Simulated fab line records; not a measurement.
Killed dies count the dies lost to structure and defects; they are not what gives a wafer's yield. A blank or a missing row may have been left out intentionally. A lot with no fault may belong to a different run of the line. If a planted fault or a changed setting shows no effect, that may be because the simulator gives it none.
Struck lot and sound lot, side by side | flow sky130 | 34 out of 708 route steps
Sound: the wafers L651.4, L651.5, L651.6. The struck wafers were L656.2, L656.5, L656.6. At the end, the cause is stated.
Order at every step that has rows: each side's tool, ch and its chambers, its first start. Under that, the readings that differ: sound wafers | struck wafers | difference of the means | sigmas: that difference in standard deviations of wafers without a fault.
alike: words and numbers the same on both sides, and readings whose means are apart by under 2 such deviations; not compared: readings that were withheld, readings missing a value for some wafer, numbers with overlapping values and no deviation given by the record, and bounds like >300 which may hide the same value.
The two part at a step that has a row with sigmas, a row that says differs or no value, or rows on one side only. Numbers that don't overlap but have no deviation are shown without sigmas and don't part them. A reading that every wafer of one side lacks parts them only if that side has two wafers or more.

first, 7 steps without rows for these wafers: SKY_SONOS_TUNNEL_DEVELOP_06 (develop time 60 s); SKY_SONOS_TUNNEL_IMPLANT_09; SKY_SONOS_TUNNEL_WET_ETCH_10 (etches SiO2 in dHF, target depth 14 nm, time 280 s); SKY_SONOS_TUNNEL_STRIP_11 (strips in SPM, time 600 s); SKY_SONOS_TUNNEL_CLEAN_13 (cleans in dHF, time 20 s); SKY_SONOS_ONO_OXIDATION_00 (stabilise 600 s, purge 300 s, target thk 2.6 nm); SKY_SONOS_ONO_CVD_02 (deposits Si3N4 from DCS/NH3, target thk 10.5 nm, time 180 s).
SKY_SONOS_ONO_CVD_04: deposits SiO2 from SiH4/N2O, target thk 5.7199 nm.
  sound on lpcvd-03 ch 0, day 13 23:28; struck on lpcvd-03 ch 0, day 15 00:37
  reading                                    | sound             | struck            | difference | sigmas
  model.SiO2_of_SONOS_ONO_CVD_04.thk-nm (nm) | 5.767 5.751 5.697 | 8.105 8.007 7.968 | +2.288     |
  alike: pressure-mtorr, zone-power-lower-pct
SKY_SONOS_ONO_THK_MEAS_05:
  sound on film-metro-04 at day 14 00:44; struck on film-metro-04 at day 15 01:52
  reading                   | sound          | struck         | difference | sigmas
  SONOS_ONO_CVD_04_THK (nm) | 5.80 5.82 5.70 | 8.13 7.99 7.98 | +2.26      | +19
then, 23 steps without rows for these wafers: SKY_SONOS_ONO_DEHYDRATE_06 (time 60 s); SKY_SONOS_ONO_HMDS_07 (prime time 60 s); SKY_SONOS_ONO_COAT_08 (resist thk 1140 nm); SKY_SONOS_ONO_SOFTBAKE_09 (time 60 s); SKY_SONOS_ONO_EXPOSE_10 (exposes mask ONOM, target cd 410 nm); SKY_SONOS_ONO_PEB_11; SKY_SONOS_ONO_DEVELOP_12 (develop time 60 s); SKY_SONOS_ONO_ETCH_15 (etches the open film in CHF3/O2, target depth 19.52 nm, time 7.8 s); SKY_SONOS_ONO_WET_ETCH_16 (etches SiO2 in dHF, target depth 14 nm, time 280 s); SKY_SONOS_ONO_STRIP_17 (strips in O2/N2); SKY_SONOS_ONO_WET_ETCH_18 (etches Si3N4 in H3PO4, target depth 15 nm, time 172 s); SKY_GATE_OXIDE_CLEAN_00 (cleans in SC1/SC2, time 150 s); SKY_GATE_OXIDE_OXIDATION_01 (stabilise 600 s, purge 300 s, target thk 10.268 nm); SKY_GATE_OXIDE_DEHYDRATE_03 (time 60 s); SKY_GATE_OXIDE_HMDS_04 (prime time 60 s); SKY_GATE_OXIDE_COAT_05 (resist thk 1140 nm); SKY_GATE_OXIDE_SOFTBAKE_06 (time 60 s); SKY_GATE_OXIDE_EXPOSE_07 (exposes mask LVOM, target cd 600 nm); SKY_GATE_OXIDE_PEB_08; SKY_GATE_OXIDE_DEVELOP_09 (develop time 60 s); SKY_GATE_OXIDE_IMPLANT_11; SKY_GATE_OXIDE_WET_ETCH_12 (etches SiO2 in dHF, target depth 16.8 nm, time 336 s); SKY_GATE_OXIDE_STRIP_13 (strips in O2/N2).
-- the record jumps here: 2 days lie between the struck wafers' starts before and after --
SKY_GATE_OXIDE_CLEAN_15: cleans in SC1/SC2, time 150 s.
  sound on wet-bench-02 ch 1, day 16 09:35; struck on wet-bench-01 ch 3, day 17 11:49
  reading                                    | sound             | struck            | difference | sigmas
  model.SiO2_of_SONOS_ONO_CVD_04.thk-nm (nm) | 4.269 4.247 4.201 | 6.579 6.483 6.451 | +2.265     |
-- here the record skips 31 days between the struck wafers' starts before and after, leaving off in module GATE_OXIDE and picking up in module PAD_OPEN (first step shown: number 708 of the route) --
SKY_PAD_OPEN_PROBE_99:
  only the struck wafers here have rows in the record (prober-02, day 48 03:06); the sound ones have none

## WHERE THEY PART
At SKY_SONOS_ONO_THK_MEAS_05 first; at SKY_PAD_OPEN_PROBE_99 last (within this record only).

WHY: what had been put in by the simulator
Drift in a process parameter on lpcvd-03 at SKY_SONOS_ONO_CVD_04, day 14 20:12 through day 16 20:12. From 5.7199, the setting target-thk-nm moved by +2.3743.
